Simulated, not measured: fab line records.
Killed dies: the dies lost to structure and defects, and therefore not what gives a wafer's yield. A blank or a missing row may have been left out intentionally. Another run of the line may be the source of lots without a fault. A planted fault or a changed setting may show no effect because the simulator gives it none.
fab line records	flow sky130
record lots=6	wafers=18	lastDay=49
route steps=708 shown METAL1@446 VIA1@458 PAD_OPEN@708
lots with no fault: from the same line, run without faults
startH: hours from the record's opening day to when the first of the lot's shown wafers began	waitH: hours since the lot's step before	" the same as in the row above	L1.1+2: several wafers, shown together as one row	- either no value or no given start	* or withheld: withheld	< > ~ a bound
route shown NAME@n: a module of which the file shows steps, and the number in the route of the first	usual: the fault-free wafers' mean and standard deviation	same: alike in all rows	chamber/n: place in a boat	sites: per-site readings	_std_site: standard deviation across them	_edge_site: mean of outer sites minus mean of inner sites	radiusMm: for every site, how far away it sits from the centre of the wafer	mask NAME#n: copy n	behind: tool/chamber where the wafer was last shaped	hold: reason for holding the lot/hours on hold/outcome of the hold	device: whichever transistor did not switch (one of n, p or np)	end of line: the route-end tests of the same wafers	a step with no rows: only its recipe	killed: not the wafer's yield, but the dies lost to structure and defects at the first sort	map: the dies of a wafer, with x for killed, . for not killed, _ for no die there
set.NAME: the setting the step ran with; set.NAME@STEP: the setting that earlier step ran with	model.NAME: the simulator's own value behind a step, which no gauge read
certain route steps with their lots: each step a table, each wafer a row
services: a tool's chamber out of use, with start hour (startH, from the record's first day; less than 0 if before it), hours out, and reason
## steps
# step SKY_METAL1_EXPOSE_12
# recipe maskId=MM1	na=0.8	sourceShape=annular	sigmaInner=0.55	sigmaOuter=0.85	targetCdNm=140	doseMj=28
# step SKY_METAL1_PEB_13
# recipe pebTempC=withheld	pebTimeS=withheld	resist=KrF-thick
# step SKY_METAL1_DEVELOP_14
# recipe developTimeS=60	resist=KrF-thick	devTempC=21
# step SKY_METAL1_CD_MEAS_15
# recipe targetCdNm=140
# usual cdNm=140.1/1.3
lot.wafer	tool	chamber	startH	waitH	cdNm
L698.1	cdSem-01	-	797.54	-	141.8
L698.4	"	-	"	"	138.4
L698.5	"	-	"	"	140.5
L699.1	cdSem-01	-	803.74	-	138.0
L699.2	"	-	"	"	138.1
L699.4	"	-	"	"	138.2
L700.3	cdSem-01	-	823.08	-	139.3
L700.4	"	-	"	"	138.2
L700.5	"	-	"	"	140.5
L706.2	cdSem-02	-	859.01	-	139.0
L706.3	"	-	"	"	137.7
L706.5	"	-	"	"	139.1
L707.1	cdSem-01	-	864.59	-	139.9
L707.2	"	-	"	"	140.2
L707.5	"	-	"	"	141.7
L708.1	cdSem-02	-	878.69	-	142.7
L708.2	"	-	"	"	142.2
L708.3	"	-	"	"	139.6
# step SKY_METAL1_OVL_MEAS_16
# usual METAL1_OVL=0/5
lot.wafer	tool	chamber	startH	waitH	METAL1_OVL[nm]
L698.1	overlay-02	-	797.66	0.1	-1
L698.4	"	-	"	"	2
L698.5	"	-	"	"	2
L699.1	overlay-01	-	803.86	0.1	0
L699.2	"	-	"	"	2
L699.4	"	-	"	"	0
L700.3	overlay-02	-	823.17	0.1	-4
L700.4	"	-	"	"	1
L700.5	"	-	"	"	7
L706.2	overlay-01	-	859.11	0.1	4
L706.3	"	-	"	"	5
L706.5	"	-	"	"	13
L707.1	overlay-01	-	864.71	0.1	6
L707.2	"	-	"	"	2
L707.5	"	-	"	"	0
L708.1	overlay-01	-	878.81	0.1	-7
L708.2	"	-	"	"	-1
L708.3	"	-	"	"	-5
# step SKY_METAL1_DESCUM_17
# recipe chemistry=O2	sourcePowerW=150	biasPowerW=0	pressureMtorr=10	tempC=40	timeS=8
# usual drypumpMotorCurrentA=5.9/0.53	oesProductAu=1.002/0.011
lot.wafer	tool	chamber	startH	waitH	drypumpMotorCurrentA	oesProductAu	rfHoursCounterH
L698.1	rieMetal-02	0	797.69	0.0	5.9	1.010	7
L698.4	"	1	"	"	6.2	1.009	-
L698.5	"	1	"	"	6.2	1.019	-
L699.1	rieMetal-03	0	803.89	0.0	6.1	0.982	6
L699.2	"	1	"	"	5.8	1.005	1
L699.4	"	0	"	"	6.2	0.983	-
L700.3	rieMetal-02	1	823.20	0.0	6.3	1.010	-
L700.4	"	0	"	"	5.9	1.011	-
L700.5	"	0	"	"	5.9	1.006	-
L706.2	rieMetal-03	1	859.14	0.0	5.8	0.999	2
L706.3	"	0	"	"	6.2	0.992	-
L706.5	"	1	"	"	5.8	0.994	-
L707.1	rieMetal-02	1	864.75	0.0	6.2	0.999	11
L707.2	"	0	"	"	5.9	1.012	9
L707.5	"	1	"	"	6.2	1.005	-
L708.1	rieMetal-01	0	878.85	0.0	6.4	1.018	13
L708.2	"	1	"	"	4.8	1.006	4
L708.3	"	1	"	"	4.9	0.992	-
# step SKY_METAL1_ETCH_18
# recipe chemistry=N2/H2	target=BARC	ionEnergyEv=200	biasW=100	pressureMtorr=30	n2FlowSccm=100	h2FlowSccm=200	icpW=500	stopOn=SiO2	timeS=45.9	targetDepthA=600
# usual drypumpMotorCurrentA=5.9/0.53	n2FlowSccm=99.97/0.3	oesProductAu=0.856/0.0044	throttleValvePct=13.223/0.0087
lot.wafer	tool	chamber	startH	waitH	drypumpMotorCurrentA	n2FlowSccm	oesProductAu	rfHoursCounterH	throttleValvePct
L698.1	rieMetal-02	0	797.72	0.0	5.9	100.27	0.856	7	13.214
L698.4	"	1	"	"	6.3	99.33	0.859	-	13.226
L698.5	"	1	"	"	6.3	100.22	0.849	-	13.212
L699.1	rieMetal-03	0	803.93	0.0	6.1	99.86	0.849	6	13.226
L699.2	"	1	"	"	5.8	99.60	0.852	1	13.233
L699.4	"	0	"	"	6.2	99.58	0.849	-	13.231
L700.3	rieMetal-02	1	823.25	0.0	6.2	100.45	0.859	-	13.219
L700.4	"	0	"	"	5.9	100.35	0.854	-	13.227
L700.5	"	0	"	"	5.9	100.22	0.851	-	13.229
L706.2	rieMetal-03	1	859.18	0.0	5.8	99.85	0.855	2	13.235
L706.3	"	0	"	"	6.2	99.85	0.858	-	13.215
L706.5	"	1	"	"	5.8	99.89	0.855	-	13.219
L707.1	rieMetal-02	1	864.78	0.0	6.3	99.93	0.855	11	13.229
L707.2	"	0	"	"	5.9	100.20	0.854	9	13.211
L707.5	"	1	"	"	6.3	100.20	0.856	-	13.220
L708.1	rieMetal-01	0	878.88	0.0	6.4	100.71	0.856	13	13.237
L708.2	"	1	"	"	4.9	99.95	0.858	4	13.236
L708.3	"	1	"	"	4.9	99.95	0.855	-	13.228
# step SKY_METAL1_METAL_ETCH_19
# recipe targetDepthA=3600	stopOn=SiO2	overEtchFrac=0.3	timeS=78	chemistry=Cl2/BCl3	resistSidewallDeg=88	pressureMtorr=10	icpW=900	biasW=48.5	Cl2_flow_sccm=60	bcl3FlowSccm=30
# usual drypumpMotorCurrentA=5.9/0.52	oesProductAu=0.857/0.0063	throttleValvePct=22.264/0.0092
lot.wafer	tool	chamber	startH	waitH	drypumpMotorCurrentA	oesProductAu	rfHoursCounterH	throttleValvePct
L698.1	rieMetal-02	0	797.79	0.0	5.9	0.858	7	22.260
L698.4	"	1	"	"	6.2	0.857	-	22.260
L698.5	"	1	"	"	6.3	0.861	-	22.261
L699.1	rieMetal-03	0	803.99	0.0	6.2	0.866	6	22.250
L699.2	"	1	"	"	5.8	0.850	1	22.273
L699.4	"	0	"	"	6.1	0.852	-	22.278
L700.3	rieMetal-02	1	823.32	0.1	6.2	0.850	-	22.250
L700.4	"	0	"	"	5.9	0.845	-	22.274
L700.5	"	0	"	"	5.9	0.857	-	22.277
L706.2	rieMetal-03	1	859.24	0.0	5.8	0.854	2	22.257
L706.3	"	0	"	"	6.2	0.849	-	22.251
L706.5	"	1	"	"	5.8	0.847	-	22.268
L707.1	rieMetal-02	1	864.84	0.0	6.3	0.867	11	22.266
L707.2	"	0	"	"	5.9	0.861	9	22.258
L707.5	"	1	"	"	6.2	0.857	-	22.267
L708.1	rieMetal-01	0	878.94	0.0	6.4	0.850	13	22.262
L708.2	"	1	"	"	4.8	0.855	4	22.252
L708.3	"	1	"	"	4.8	0.849	-	22.255
# step SKY_METAL1_STRIP_20
# recipe chemistry=O2/N2	powerW=1400	pressureMtorr=1500	platenTempC=withheld	o2FlowSccm=3000	n2FlowSccm=300	overashFraction=0.5
# usual drypumpMotorCurrentA=5.40/0.28	n2FlowSccm=300.0/0.83	oesProductAu=0.343/0.0047	stripTimeToEndpointS=2.69/0.047
lot.wafer	tool	chamber	startH	waitH	drypumpMotorCurrentA	n2FlowSccm	oesProductAu	rfHoursCounterH	stripTimeToEndpointS
L698.1	plasmaAsher-02	1	797.88	0.1	5.91	299.9	0.342	5	2.68
L698.4	"	1	"	"	5.91	299.9	0.341	-	2.68
L698.5	"	0	"	"	5.69	300.9	0.338	-	2.68
L699.1	plasmaAsher-02	1	804.08	0.1	5.96	299.0	0.349	6	2.77
L699.2	"	0	"	"	5.71	299.9	0.346	6	2.68
L699.4	"	1	"	"	5.90	300.2	0.340	-	2.77
L700.3	plasmaAsher-02	1	823.41	0.1	5.92	299.6	0.334	-	2.65
L700.4	"	0	"	"	5.71	301.9	0.331	-	2.66
L700.5	"	1	"	"	5.93	299.3	0.337	-	2.65
L706.2	plasmaAsher-03	0	859.33	0.1	5.31	298.8	0.344	104	2.73
L706.3	"	0	"	"	5.33	300.5	0.345	-	2.79
L706.5	"	0	"	"	5.33	298.3	0.347	-	2.74
L707.1	plasmaAsher-03	1	864.93	0.1	5.26	298.5	0.341	105	2.65
L707.2	"	0	"	"	5.31	300.4	0.350	105	2.70
L707.5	"	1	"	"	5.27	299.4	0.337	-	2.65
L708.1	plasmaAsher-01	0	879.03	0.1	5.11	299.6	0.338	74	2.64
L708.2	"	1	"	"	5.26	301.6	0.351	74	2.71
L708.3	"	1	"	"	5.28	301.9	0.344	-	2.71
# step SKY_METAL1_STRIP_21
# recipe chemistry=postEtchResidueRemover	timeS=1200	tempC=72.5
# step SKY_METAL1_CLEAN_22
# recipe chemistry=IPA	timeS=180	tempC=25
# step SKY_METAL1_CLEAN_23
# recipe chemistry=O3/DIW	dry=n2Spin
# step SKY_VIA1_HDPCVD_00
# recipe material=SiO2	targetThkNm=1030	sigmaOpenFrac=0.3	timeS=171.7	tempC=400	sih4FlowSccm=60	pressureMtorr=6
lot.wafer	tool	chamber	startH	waitH
L698.1+4+5	hdpcvd-02	0,1,2	798.51	0.0
L699.1+2+4	hdpcvd-02	0,2,2	804.68	0.0
L700.3+4+5	hdpcvd-02	1,0,1	824.08	0.0
L706.2+3+5	hdpcvd-01	2,0,0	859.93	0.0
L706.2+3+5	hdpcvd-01	2,0,0	860.21	0.2
L707.1+2+5	hdpcvd-02	1,2,0	865.52	0.0
L707.1+2+5	hdpcvd-02	1,2,0	865.80	0.2
L708.1+2+3	hdpcvd-02	0,2,1	879.62	0.0
# step SKY_VIA1_THK_MEAS_01
# recipe reads=SiO2_of_VIA1_HDPCVD_00
# usual VIA1_HDPCVD_THK=1039/9.2
lot.wafer	tool	chamber	startH	waitH	VIA1_HDPCVD_THK[nm]
L698.1	filmMetro-04	-	798.62	0.1	1043
L698.4	"	-	"	"	1060
L698.5	"	-	"	"	1042
L699.1	filmMetro-02	-	804.79	0.1	1041
L699.2	"	-	"	"	1032
L699.4	"	-	"	"	1046
L700.3	filmMetro-02	-	824.21	0.1	1038
L700.4	"	-	"	"	1041
L700.5	"	-	"	"	1029
L706.2	filmMetro-02	-	860.33	0.1	2053
L706.3	"	-	"	"	2079
L706.5	"	-	"	"	2066
L707.1	filmMetro-04	-	865.91	0.1	2087
L707.2	"	-	"	"	2076
L707.5	"	-	"	"	2083
L708.1	filmMetro-02	-	879.74	0.1	1032
L708.2	"	-	"	"	1031
L708.3	"	-	"	"	1023
# step SKY_VIA1_CMP_02
# recipe material=SiO2	downForcePsi=4	platenRpm=60	padVelocityMS=0.94248
# usual headPressurePsi=4.000/0.0092	motorCurrentA=11.7/0.62
lot.wafer	tool	chamber	startH	waitH	headPressurePsi	motorCurrentA
L698.1	cmp-01	3	798.73	0.1	3.989	12.3
L698.4	"	0	"	"	4.005	11.0
L698.5	"	3	"	"	3.989	12.1
L699.1	cmp-02	1	804.85	0.1	4.001	11.8
L699.2	"	2	"	"	4.001	12.5
L699.4	"	3	"	"	4.017	12.5
L700.3	cmp-01	2	825.42	1.2	4.000	11.6
L700.4	"	0	"	"	3.996	10.4
L700.5	"	2	"	"	4.010	11.8
L706.2	cmp-02	2	860.38	0.0	3.989	12.7
L706.3	"	3	"	"	4.011	12.4
L706.5	"	2	"	"	4.008	12.2
L707.1	cmp-01	1	866.07	0.1	3.984	11.6
L707.2	"	2	"	"	3.998	11.6
L707.5	"	3	"	"	3.986	12.5
L708.1	cmp-02	2	879.80	0.1	3.995	12.4
L708.2	"	3	"	"	4.004	12.3
L708.3	"	0	"	"	3.991	11.8
# step SKY_PAD_OPEN_PROBE_99
# usual defectLimitedYield=82.6/2	killed_at_M0_to_M3=42/6.7	killed_at_M4_up=3.0/1.9	killedAtContacts=24/5.3	killedAtFrontEnd=16/4.3	killedAtOther=0.4/0.71	killedDies=85/9.6	killedOpen=46/6.5	killedShort=39/6.7	sort_bin_3_pad_short=0.9/0.46	sort_bin_5_function=10.3/1.3	sort_bin_6_memory=6.2/1.1	sortNPass=407/9.6	sortYieldPct=82.6/2
# same grossDies=492	killedAtBackSide=0	sort_bin_4_leakage[%]=0	sort_bin_8_speed[%]=0
lot.wafer	tool	chamber	startH	waitH	defectLimitedYield[%]	killed_at_M0_to_M3	killed_at_M4_up	killedAtContacts	killedAtFrontEnd	killedAtOther	killedDies	killedOpen	killedShort	sort_bin_3_pad_short[%]	sort_bin_5_function[%]	sort_bin_6_memory[%]	sortNPass	sortYieldPct[%]
L698.1	prober-02	-	1112.23	0.1	82.9	53	1	16	14	0	84	44	39	1.4	10.6	5.1	408	82.9
L698.4	prober-02	-	1112.38	0.2	83.9	41	2	23	13	0	79	36	41	0.8	8.1	7.1	413	83.9
L698.5	prober-02	-	1112.43	0.2	81.3	48	2	28	14	0	92	52	40	0.2	11.0	7.5	400	81.3
L699.1	prober-01	-	1117.15	0.1	79.5	39	4	31	27	0	101	52	49	1.2	12.4	6.9	391	79.5
L699.2	prober-01	-	1117.20	0.1	82.5	45	4	22	15	0	86	53	33	0.6	10.8	6.1	406	82.5
L699.4	prober-01	-	1117.30	0.2	83.3	36	3	25	17	1	82	42	40	1.0	10.6	5.1	410	83.3
L706.2	prober-02	-	1159.39	0.1	80.1	52	5	25	16	0	98	47	48	0.8	12.0	7.1	394	80.1
L706.3	prober-02	-	1159.44	0.2	82.5	37	1	30	17	1	86	45	41	1.0	10.6	5.9	406	82.5
L706.5	prober-02	-	1159.54	0.2	80.3	53	6	23	15	0	97	62	34	0.4	12.2	7.1	395	80.3
L707.1	prober-01	-	1162.81	0.1	81.7	47	2	27	13	1	90	53	36	0.6	13.0	4.7	402	81.7
L707.2	prober-01	-	1162.86	0.1	82.7	41	2	27	14	1	85	48	37	1.0	11.4	4.9	407	82.7
L707.5	prober-01	-	1163.01	0.2	83.5	43	3	22	13	0	81	42	39	1.2	10.0	5.3	411	83.5
L708.1	prober-02	-	1170.45	0.1	83.3	47	2	21	10	2	82	44	37	0.6	10.2	5.9	410	83.3
L708.2	prober-02	-	1170.50	0.1	83.1	39	3	26	13	2	83	48	33	0.4	12.2	4.3	409	83.1
L708.3	prober-02	-	1170.55	0.2	82.9	46	3	12	20	3	84	47	34	0.6	10.4	6.1	408	82.9
# killed by level:class
L698.1 VIA1:geometricParticle:open=10 VIA1:geometricParticle:short=7 METAL2:geometricParticle:short=7 LI_CONTACT:geometricParticle:open=5 VIA2:geometricParticle:open=5 VIA3:geometricParticle:open=5 METAL3:geometricParticle:short=5 FIELD_ISO:geometricParticle:open=4
L698.4 VIA1:geometricParticle:open=10 METAL1:geometricParticle:short=7 LOCAL_INTERCONNECT:geometricParticle:short=5 CONTACT:geometricParticle:short=5 CONTACT:geometricParticle:open=5 VIA3:geometricParticle:open=5 METAL2:geometricParticle:short=5 FIELD_ISO:geometricParticle:short=4
L698.5 CONTACT:geometricParticle:open=10 VIA2:geometricParticle:open=9 LI_CONTACT:geometricParticle:open=8 VIA1:geometricParticle:open=8 METAL1:geometricParticle:short=6 FIELD_ISO:geometricParticle:short=5 VIA2:geometricParticle:short=5 VIA1:geometricParticle:short=4
L699.1 METAL1:geometricParticle:short=13 LI_CONTACT:geometricParticle:open=11 VIA1:geometricParticle:open=9 VIA2:geometricParticle:open=8 CONTACT:geometricParticle:short=8 FIELD_ISO:geometricParticle:short=7 POLY_GATE:geometricParticle:short=7 FIELD_ISO:geometricParticle:open=6
L699.2 VIA1:geometricParticle:open=12 LI_CONTACT:geometricParticle:open=10 CONTACT:geometricParticle:open=7 VIA1:geometricParticle:short=6 METAL2:geometricParticle:short=5 VIA2:geometricParticle:open=5 VIA3:geometricParticle:open=5 POLY_GATE:geometricParticle:open=4
L699.4 VIA1:geometricParticle:open=9 LI_CONTACT:geometricParticle:open=8 CONTACT:geometricParticle:short=8 CONTACT:geometricParticle:open=6 VIA2:geometricParticle:open=6 POLY_GATE:geometricParticle:open=5 POLY_GATE:geometricParticle:short=5 VIA3:geometricParticle:open=5
L706.2 VIA1:geometricParticle:open=18 METAL2:geometricParticle:short=11 VIA3:geometricParticle:open=8 CONTACT:geometricParticle:open=7 CONTACT:geometricParticle:short=6 POLY_GATE:geometricParticle:short=5 LI_CONTACT:geometricParticle:open=5 VIA1:geometricParticle:short=5
L706.3 VIA1:geometricParticle:open=11 FIELD_ISO:geometricParticle:open=7 LI_CONTACT:geometricParticle:open=6 LOCAL_INTERCONNECT:geometricParticle:short=6 CONTACT:geometricParticle:open=6 LI_CONTACT:geometricParticle:short=5 CONTACT:geometricParticle:short=5 VIA2:geometricParticle:open=5
L706.5 VIA1:geometricParticle:open=17 VIA2:geometricParticle:open=7 CONTACT:geometricParticle:open=6 METAL1:geometricParticle:open=6 FIELD_ISO:geometricParticle:open=5 METAL2:geometricParticle:short=5 LI_CONTACT:geometricParticle:open=5 CONTACT:geometricParticle:short=5
L707.1 VIA1:geometricParticle:open=18 VIA1:geometricParticle:short=12 CONTACT:geometricParticle:open=12 CONTACT:geometricParticle:short=7 VIA2:geometricParticle:open=7 POLY_GATE:geometricParticle:open=6 METAL1:geometricParticle:short=5 LI_CONTACT:geometricParticle:open=4
L707.2 VIA1:geometricParticle:open=12 LI_CONTACT:geometricParticle:open=9 CONTACT:geometricParticle:open=7 VIA1:geometricParticle:short=6 LOCAL_INTERCONNECT:geometricParticle:short=5 METAL1:geometricParticle:short=5 FIELD_ISO:geometricParticle:short=4 FIELD_ISO:geometricParticle:open=4
L707.5 CONTACT:geometricParticle:open=10 VIA1:geometricParticle:short=8 VIA1:geometricParticle:open=7 VIA2:geometricParticle:open=7 METAL1:geometricParticle:short=6 LI_CONTACT:geometricParticle:open=5 FIELD_ISO:geometricParticle:open=4 CONTACT:geometricParticle:short=4
L708.1 CONTACT:geometricParticle:open=14 VIA2:geometricParticle:open=10 VIA1:geometricParticle:open=8 METAL1:geometricParticle:short=8 METAL2:geometricParticle:short=5 VIA3:geometricParticle:short=5 CONTACT:geometricParticle:short=4 VIA2:geometricParticle:short=3
L708.2 CONTACT:geometricParticle:open=10 LI_CONTACT:geometricParticle:open=8 POLY_GATE:geometricParticle:open=7 VIA1:geometricParticle:open=7 VIA2:geometricParticle:short=6 METAL2:geometricParticle:short=5 LOCAL_INTERCONNECT:geometricParticle:short=4 VIA2:geometricParticle:open=4
L708.3 VIA2:geometricParticle:open=8 POLY_GATE:geometricParticle:open=7 METAL3:geometricParticle:short=6 VIA3:geometricParticle:open=6 VIA1:geometricParticle:open=5 FIELD_ISO:geometricParticle:short=4 POLY_GATE:geometricParticle:short=4 METAL2:geometricParticle:open=4
## services
tool	chamber	startH	hours	kind
cmp-01	-	784.23	1.7	repair
hdpcvd-02	0	789.12	5.7	repair
cmp-02	-	817.50	8.1	pm
cmp-01	-	819.18	3.8	repair
cmp-01	-	836.62	0.8	repair
rieMetal-02	-	836.66	1.1	repair
plasmaAsher-03	-	838.77	1.8	repair
rieMetal-03	1	846.53	11.9	repair
cmp-01	-	856.57	7.6	pm
hdpcvd-01	-	878.92	22.1	repair
## key
firstSign step=SKY_VIA1_HDPCVD_00	reading=visit	direction=added
effect step=SKY_VIA1_THK_MEAS_01	reading=VIA1_HDPCVD_THK	direction=up	sigmas=99+	usual=1039	struck=2074
metAt SKY_VIA1_HDPCVD_00
struckWafers L706.2,L706.3,L706.5,L707.1,L707.2,L707.5
fault kind=repeatedStepWhole	tool=hdpcvd-01,hdpcvd-02	chamber=-	onsetH=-	steps=SKY_VIA1_HDPCVD_00	times=1	scope=struckLotsOnly
